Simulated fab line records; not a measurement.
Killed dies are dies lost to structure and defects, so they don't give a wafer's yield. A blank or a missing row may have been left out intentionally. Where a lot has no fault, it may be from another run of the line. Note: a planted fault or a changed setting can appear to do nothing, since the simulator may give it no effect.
fab line records + flow sky130
[record]
- lots = 13
- wafers = 39
- last-day = 50
route steps=708 shown NWELL@82 VT_ADJUST_HVTP@92 VT_ADJUST_HVTR@138 GATE_OXIDE@203
lots that met no fault: from a run of the same line without faults
start-h: hours from the record's opening day to when the first of the lot's shown wafers began + wait-h: how many hours have passed since the lot's step before this one + " as in the row above + L1.1+2: several wafers, shown together as one row + - no value, or no start given + * or withheld: withheld + < > ~ a bound
route shown NAME@n: NAME is a module with steps in the file, n the number in the route of the first one + usual: mean and standard deviation over wafers with no fault + same: alike in all rows + chamber/n: place in a boat + sites: the reading at each site + _std_site: how widely they spread, as a standard deviation + _edge_site: outer sites' mean less inner sites' + radius-mm: for every site, how far away it sits from the centre of the wafer + mask NAME#n: copy n + behind: the most recent tool/chamber to have shaped the wafer + hold: reason for holding the lot/hours on hold/outcome of the hold + device: transistor that didn't switch, given as n, p or np + end of line: at the end of the route, the tests of the same wafers + a step with no rows: only its recipe + killed: dies lost to structure and defects at the first sort, not the wafer's yield + map: dies across one wafer; x = killed, . = not, _ = none there
set.NAME: the setting the step ran with; set.NAME@STEP: the setting that earlier step ran with + model.NAME: the simulator's own value behind a step, which no gauge read
the route's steps for a sample of lots (tables are steps, rows are wafers)
services: a tool's chamber out of use, with start hour (start-h, from the record's first day; less than 0 if before it), hours out, and reason
[[steps]]
[step SKY_NWELL_RS_MEAS_29]
[recipe]
- thk-meas-gauge = four-point-probe
[usual]
- NWELL_RS = 625.2/1.7
| lot.wafer | tool          | chamber | start-h | wait-h | NWELL_RS[ohm/sq] |
|-----------|---------------|---------|---------|--------|------------------|
| L308.1    | film-metro-04 | -       | 121.27  | 0.1    | 624.8            |
| L308.3    | "             | -       | "       | "      | 623.8            |
| L308.4    | "             | -       | "       | "      | 626.3            |
| L307.3    | film-metro-03 | -       | 121.75  | 0.1    | 625.2            |
| L307.4    | "             | -       | "       | "      | 625.9            |
| L307.6    | "             | -       | "       | "      | 624.3            |
| L311.2    | film-metro-03 | -       | 133.39  | 0.1    | 624.3            |
| L311.4    | "             | -       | "       | "      | 625.6            |
| L311.5    | "             | -       | "       | "      | 625.7            |
| L312.1    | film-metro-01 | -       | 138.66  | 0.1    | 625.2            |
| L312.2    | "             | -       | "       | "      | 625.6            |
| L312.3    | "             | -       | "       | "      | 624.3            |
| L315.1    | film-metro-03 | -       | 153.97  | 0.1    | 624.2            |
| L315.4    | "             | -       | "       | "      | 626.4            |
| L315.6    | "             | -       | "       | "      | 624.0            |
| L317.2    | film-metro-04 | -       | 162.38  | 0.1    | 623.6            |
| L317.4    | "             | -       | "       | "      | 622.1            |
| L317.5    | "             | -       | "       | "      | 623.5            |
| L316.2    | film-metro-01 | -       | 163.38  | 0.1    | 629.0            |
| L316.4    | "             | -       | "       | "      | 627.9            |
| L316.6    | "             | -       | "       | "      | 629.8            |
| L320.2    | film-metro-01 | -       | 182.63  | 0.2    | 626.4            |
| L320.4    | "             | -       | "       | "      | 625.6            |
| L320.6    | "             | -       | "       | "      | 625.7            |
| L323.1    | film-metro-01 | -       | 208.02  | 0.1    | 624.4            |
| L323.2    | "             | -       | "       | "      | 626.0            |
| L323.5    | "             | -       | "       | "      | 624.3            |
| L324.1    | film-metro-03 | -       | 212.76  | 0.1    | 626.0            |
| L324.4    | "             | -       | "       | "      | 624.8            |
| L324.5    | "             | -       | "       | "      | 624.6            |
| L325.1    | film-metro-04 | -       | 213.47  | 0.1    | 626.2            |
| L325.2    | "             | -       | "       | "      | 626.3            |
| L325.5    | "             | -       | "       | "      | 626.2            |
| L329.1    | film-metro-04 | -       | 243.55  | 0.1    | 625.5            |
| L329.3    | "             | -       | "       | "      | 624.6            |
| L329.6    | "             | -       | "       | "      | 625.1            |
| L330.2    | film-metro-03 | -       | 250.92  | 0.1    | 622.5            |
| L330.4    | "             | -       | "       | "      | 623.0            |
| L330.6    | "             | -       | "       | "      | 622.5            |
[step SKY_VT_ADJUST_HVTP_CD_MEAS_07]
[recipe]
- target-cd-nm = 380
[usual]
- cd-nm = 379.9/2.8
| lot.wafer | tool      | chamber | start-h | wait-h | cd-nm |
|-----------|-----------|---------|---------|--------|-------|
| L308.1    | cd-sem-01 | -       | 139.57  | 0.1    | 379.4 |
| L308.3    | "         | -       | "       | "      | 387.1 |
| L308.4    | "         | -       | "       | "      | 386.4 |
| L307.3    | cd-sem-01 | -       | 140.56  | 0.1    | 379.7 |
| L307.4    | "         | -       | "       | "      | 376.2 |
| L307.6    | "         | -       | "       | "      | 376.8 |
| L311.2    | cd-sem-01 | -       | 152.99  | 0.1    | 380.3 |
| L311.4    | "         | -       | "       | "      | 378.9 |
| L311.5    | "         | -       | "       | "      | 377.5 |
| L312.1    | cd-sem-01 | -       | 158.66  | 0.1    | 377.0 |
| L312.2    | "         | -       | "       | "      | 378.0 |
| L312.3    | "         | -       | "       | "      | 378.1 |
| L315.1    | cd-sem-01 | -       | 175.77  | 0.1    | 384.2 |
| L315.4    | "         | -       | "       | "      | 383.2 |
| L315.6    | "         | -       | "       | "      | 381.9 |
| L317.2    | cd-sem-01 | -       | 183.88  | 0.2    | 377.7 |
| L317.4    | "         | -       | "       | "      | 376.7 |
| L317.5    | "         | -       | "       | "      | 377.8 |
| L316.2    | cd-sem-01 | -       | 184.77  | 0.1    | 377.9 |
| L316.4    | "         | -       | "       | "      | 377.3 |
| L316.6    | "         | -       | "       | "      | 380.0 |
| L320.2    | cd-sem-02 | -       | 203.47  | 0.1    | 383.4 |
| L320.4    | "         | -       | "       | "      | 384.3 |
| L320.6    | "         | -       | "       | "      | 383.1 |
| L323.1    | cd-sem-02 | -       | 229.57  | 0.1    | 379.0 |
| L323.2    | "         | -       | "       | "      | 380.6 |
| L323.5    | "         | -       | "       | "      | 380.0 |
| L324.1    | cd-sem-02 | -       | 234.37  | 0.1    | 378.8 |
| L324.4    | "         | -       | "       | "      | 378.1 |
| L324.5    | "         | -       | "       | "      | 379.6 |
| L325.1    | cd-sem-01 | -       | 235.55  | 0.1    | 377.0 |
| L325.2    | "         | -       | "       | "      | 377.4 |
| L325.5    | "         | -       | "       | "      | 378.4 |
| L329.1    | cd-sem-01 | -       | 267.15  | 0.1    | 381.7 |
| L329.3    | "         | -       | "       | "      | 380.4 |
| L329.6    | "         | -       | "       | "      | 383.9 |
| L330.2    | cd-sem-02 | -       | 274.94  | 0.1    | 378.5 |
| L330.4    | "         | -       | "       | "      | 377.7 |
| L330.6    | "         | -       | "       | "      | 379.7 |
[step SKY_VT_ADJUST_HVTR_CD_MEAS_07]
[recipe]
- target-cd-nm = 380
[usual]
- cd-nm = 380.5/2.4
| lot.wafer | tool      | chamber | start-h | wait-h | cd-nm |
|-----------|-----------|---------|---------|--------|-------|
| L308.1    | cd-sem-02 | -       | 223.60  | 0.1    | 381.5 |
| L308.3    | "         | -       | "       | "      | 384.3 |
| L308.4    | "         | -       | "       | "      | 384.4 |
| L307.3    | cd-sem-02 | -       | 224.94  | 0.1    | 379.2 |
| L307.4    | "         | -       | "       | "      | 379.5 |
| L307.6    | "         | -       | "       | "      | 382.1 |
| L311.2    | cd-sem-02 | -       | 239.39  | 0.1    | 384.7 |
| L311.4    | "         | -       | "       | "      | 384.4 |
| L311.5    | "         | -       | "       | "      | 384.3 |
| L312.1    | cd-sem-02 | -       | 245.90  | 0.1    | 380.3 |
| L312.2    | "         | -       | "       | "      | 383.4 |
| L312.3    | "         | -       | "       | "      | 380.7 |
| L315.1    | cd-sem-02 | -       | 264.67  | 0.1    | 377.5 |
| L315.4    | "         | -       | "       | "      | 375.4 |
| L315.6    | "         | -       | "       | "      | 375.9 |
| L317.2    | cd-sem-01 | -       | 275.69  | 0.1    | 380.0 |
| L317.4    | "         | -       | "       | "      | 383.3 |
| L317.5    | "         | -       | "       | "      | 381.4 |
| L316.2    | cd-sem-02 | -       | 276.34  | 0.1    | 381.1 |
| L316.4    | "         | -       | "       | "      | 381.7 |
| L316.6    | "         | -       | "       | "      | 379.8 |
| L320.2    | cd-sem-02 | -       | 299.99  | 0.1    | 379.9 |
| L320.4    | "         | -       | "       | "      | 377.5 |
| L320.6    | "         | -       | "       | "      | 379.5 |
| L323.1    | cd-sem-01 | -       | 325.50  | 0.1    | 381.6 |
| L323.2    | "         | -       | "       | "      | 380.9 |
| L323.5    | "         | -       | "       | "      | 382.8 |
| L324.1    | cd-sem-02 | -       | 329.85  | 0.1    | 376.6 |
| L324.4    | "         | -       | "       | "      | 375.5 |
| L324.5    | "         | -       | "       | "      | 376.5 |
| L325.1    | cd-sem-02 | -       | 331.15  | 0.1    | 381.0 |
| L325.2    | "         | -       | "       | "      | 383.5 |
| L325.5    | "         | -       | "       | "      | 382.0 |
| L329.1    | cd-sem-01 | -       | 367.82  | 0.1    | 380.2 |
| L329.3    | "         | -       | "       | "      | 381.7 |
| L329.6    | "         | -       | "       | "      | 380.5 |
| L330.2    | cd-sem-02 | -       | 377.64  | 0.1    | 382.5 |
| L330.4    | "         | -       | "       | "      | 381.4 |
| L330.6    | "         | -       | "       | "      | 379.3 |
[step SKY_GATE_OXIDE_OXIDATION_16]
[recipe]
- temp-c = 800
- ambient = O2
- idle-temp-c = 700
- ramp-up-c-per-min = 10
- ramp-down-c-per-min = 3
- stabilise-s = 600
- purge-s = 300
- target-thk-a = 35.7
- ox-time-s = 1915
[usual]
- ramp-up-c-per-min = 9.9999/0.0019
- spike-tc-centre-C = 799.6/1.2
- spike-tc-lower-C = 800.3/0.91
- spike-tc-top-C = 817.0/2.5
- spike-tc-upper-C = 799.4/1.1
- tube-center-temp-C = 800/0.068
- tube_center_temp_C_max = 802.1/0.34
- zone-power-centre-pct = 15.7/0.87
| lot.wafer | tool       | chamber | start-h | wait-h | ramp-up-c-per-min | spike-tc-centre-C | spike-tc-lower-C | spike-tc-top-C | spike-tc-upper-C | tube-center-temp-C | tube_center_temp_C_max | zone-power-centre-pct |
|-----------|------------|---------|---------|--------|-------------------|-------------------|------------------|----------------|------------------|--------------------|------------------------|-----------------------|
| L308.1    | furnace-02 | 0       | 329.31  | 0.0    | 10.001            | 799.3             | 800.0            | 814.1          | 799.0            | 799.98             | 802.3                  | 16.7                  |
| L308.3    | "          | 0       | "       | "      | 9.9971            | 798.4             | 799.6            | 814.0          | 799.0            | 799.88             | 801.6                  | 16.9                  |
| L308.4    | "          | 0       | "       | "      | 10.002            | 799.0             | 801.5            | 816.0          | 800.0            | 799.92             | 801.8                  | 16.6                  |
| L307.3    | furnace-02 | 0       | 330.85  | 1.1    | 10.001            | 798.8             | 799.7            | 814.0          | 799.1            | 799.94             | 801.6                  | 16.7                  |
| L307.4    | "          | 0       | "       | "      | 9.9990            | 800.2             | 801.3            | 815.7          | 801.1            | 800.01             | 802.4                  | 16.5                  |
| L307.6    | "          | 0       | "       | "      | 9.9989            | 800.0             | 801.0            | 814.8          | 799.6            | 799.89             | 801.7                  | 16.7                  |
| L311.2    | furnace-02 | 0       | 380.06  | 0.0    | 9.9974            | 799.4             | 799.8            | 813.5          | 799.3            | 800.09             | 801.8                  | 16.9                  |
| L311.4    | "          | 0       | "       | "      | 9.9998            | 799.5             | 799.9            | 813.9          | 800.6            | 799.93             | 801.6                  | 16.6                  |
| L311.5    | "          | 0       | "       | "      | 9.9990            | 799.3             | 801.5            | 813.9          | 797.9            | 800.07             | 801.7                  | 16.8                  |
| L312.1    | furnace-01 | 0       | 383.03  | 0.9    | 9.9994            | 800.9             | 800.2            | 820.0          | 798.3            | 800.03             | 801.8                  | 15.1                  |
| L312.2    | "          | 0       | "       | "      | 10.002            | 800.8             | 801.4            | 818.0          | 799.9            | 799.98             | 802.7                  | 15.0                  |
| L312.3    | "          | 0       | "       | "      | 9.9988            | 801.4             | 800.3            | 818.0          | 799.4            | 800.03             | 802.0                  | 15.0                  |
| L315.1    | furnace-01 | 0       | 385.97  | 1.4    | 9.9959            | 800.7             | 799.0            | 819.6          | 799.2            | 799.9              | 801.9                  | 15.0                  |
| L315.4    | "          | 0       | "       | "      | 9.9985            | 801.1             | 800.8            | 821.1          | 799.0            | 799.89             | 802.0                  | 15.1                  |
| L315.6    | "          | 0       | "       | "      | 10.000            | 802.0             | 800.9            | 819.4          | 799.0            | 800.03             | 801.6                  | 14.8                  |
| L316.2    | furnace-01 | 0       | 395.94  | 5.2    | 9.9981            | 799.0             | 799.3            | 818.5          | 798.5            | 800.03             | 801.6                  | 14.6                  |
| L316.4    | "          | 0       | "       | "      | 10.001            | 801.4             | 799.7            | 820.2          | 798.6            | 799.95             | 801.8                  | 14.9                  |
| L316.6    | "          | 0       | "       | "      | 9.9972            | 801.4             | 800.0            | 819.6          | 799.1            | 800.01             | 802.2                  | 15.0                  |
| L317.2    | furnace-01 | 0       | 395.94  | 5.1    | 9.9978            | 801.0             | 799.1            | 819.1          | 800.0            | 800.02             | 802.3                  | 14.9                  |
| L317.4    | "          | 0       | "       | "      | 9.9998            | 801.0             | 799.9            | 819.6          | 800.0            | 799.91             | 802.1                  | 14.8                  |
| L317.5    | "          | 0       | "       | "      | 10.001            | 799.0             | 800.1            | 817.4          | 798.7            | 800                | 801.8                  | 15.0                  |
| L320.2    | furnace-01 | 0       | 415.42  | 1.1    | 10.000            | 800.8             | 798.1            | 818.6          | 798.2            | 800                | 802.0                  | 14.8                  |
| L320.4    | "          | 0       | "       | "      | 9.9965            | 800.7             | 800.6            | 818.5          | 796.9            | 800.02             | 801.8                  | 14.8                  |
| L320.6    | "          | 0       | "       | "      | 10.001            | 799.7             | 801.2            | 817.7          | 800.1            | 800.04             | 802.0                  | 14.8                  |
| L323.1    | furnace-02 | 0       | 452.24  | 0.8    | 10.001            | 793.8             | 796.4            | 809.0          | 795.4            | 794.29             | 797.0                  | 16.4                  |
| L323.2    | "          | 0       | "       | "      | 9.9978            | 791.6             | 794.4            | 808.1          | 794.0            | 794.33             | 796.2                  | 16.4                  |
| L323.5    | "          | 0       | "       | "      | 9.9999            | 791.6             | 794.4            | 808.6          | 794.3            | 794.26             | 796.2                  | 16.4                  |
| L324.1    | furnace-01 | 0       | 456.00  | 0.5    | 9.9988            | 800.2             | 798.9            | 818.3          | 799.2            | 799.97             | 802.2                  | 14.9                  |
| L324.4    | "          | 0       | "       | "      | 10.000            | 799.2             | 800.4            | 820.1          | 799.5            | 800.14             | 802.6                  | 14.7                  |
| L324.5    | "          | 0       | "       | "      | 10.000            | 800.1             | 800.9            | 819.6          | 800.2            | 799.84             | 802.7                  | 15.1                  |
| L325.1    | furnace-02 | 0       | 457.11  | 0.5    | 9.9983            | 793.8             | 795.1            | 810.7          | 793.7            | 794.24             | 796.2                  | 16.5                  |
| L325.2    | "          | 0       | "       | "      | 10.002            | 794.9             | 796.0            | 806.3          | 794.5            | 794.31             | 796.2                  | 16.2                  |
| L325.5    | "          | 0       | "       | "      | 10.001            | 792.0             | 796.7            | 809.3          | 795.1            | 794.34             | 796.2                  | 16.4                  |
| L329.1    | furnace-01 | 0       | 499.85  | 0.0    | 10.003            | 802.5             | 799.6            | 817.9          | 800.4            | 799.88             | 801.8                  | 15.0                  |
| L329.3    | "          | 0       | "       | "      | 9.9960            | 799.6             | 799.9            | 817.7          | 798.1            | 799.99             | 801.8                  | 15.2                  |
| L329.6    | "          | 0       | "       | "      | 9.9976            | 801.3             | 800.6            | 819.2          | 799.0            | 799.95             | 801.9                  | 15.0                  |
| L330.2    | furnace-01 | 0       | 504.55  | 0.0    | 10.001            | 799.7             | 800.4            | 819.6          | 800.3            | 799.94             | 802.3                  | 14.9                  |
| L330.4    | "          | 0       | "       | "      | 9.9990            | 799.9             | 800.4            | 818.5          | 799.6            | 799.97             | 802.2                  | 15.1                  |
| L330.6    | "          | 0       | "       | "      | 10.000            | 799.6             | 799.9            | 819.7          | 799.3            | 800                | 801.9                  | 15.0                  |
[[services]]
| tool       | chamber | start-h | hours | kind   |
|------------|---------|---------|-------|--------|
| furnace-01 | -       | 342.07  | 3.5   | pm     |
| furnace-02 | -       | 385.61  | 14.2  | pm     |
| furnace-01 | -       | 400.13  | 4.5   | pm     |
| furnace-02 | -       | 418.74  | 1.0   | repair |
[[key]]
[first-sign]
- step = SKY_GATE_OXIDE_OXIDATION_16
- reading = tube-center-temp-C
- direction = down
- sigmas = 71
- usual = *
- struck = *
[effect]
- step = SKY_GATE_OXIDE_OXIDATION_16
- reading = tube_center_temp_C_max
- direction = down
- sigmas = 17
- usual = *
- struck = *
met-at SKY_GATE_OXIDE_OXIDATION_16
struck-lots L323,L325
tester-left-out L323,L325
not-acting-at SKY_NWELL_RS_MEAS_29,SKY_VT_ADJUST_HVTP_CD_MEAS_07,SKY_VT_ADJUST_HVTR_CD_MEAS_07
onset-between 380.06 452.24
[fault]
- kind = process-parameter-drift
- tool = furnace-02
- chamber = -
- onset-h = 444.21
- steps = SKY_GATE_OXIDE_OXIDATION_16
- channel = temp-c
- offset = *
- shape = step
- end-h = 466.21
- acts-in = *
- stated = *
// tester-left-out: of these lots the tester's yield and bins aren't shown, on N5 and GAA mostly nor the transistor test; their killed dies are dies lost to structure and defects alone, not to doping, threshold or leakage, so they don't give the yield
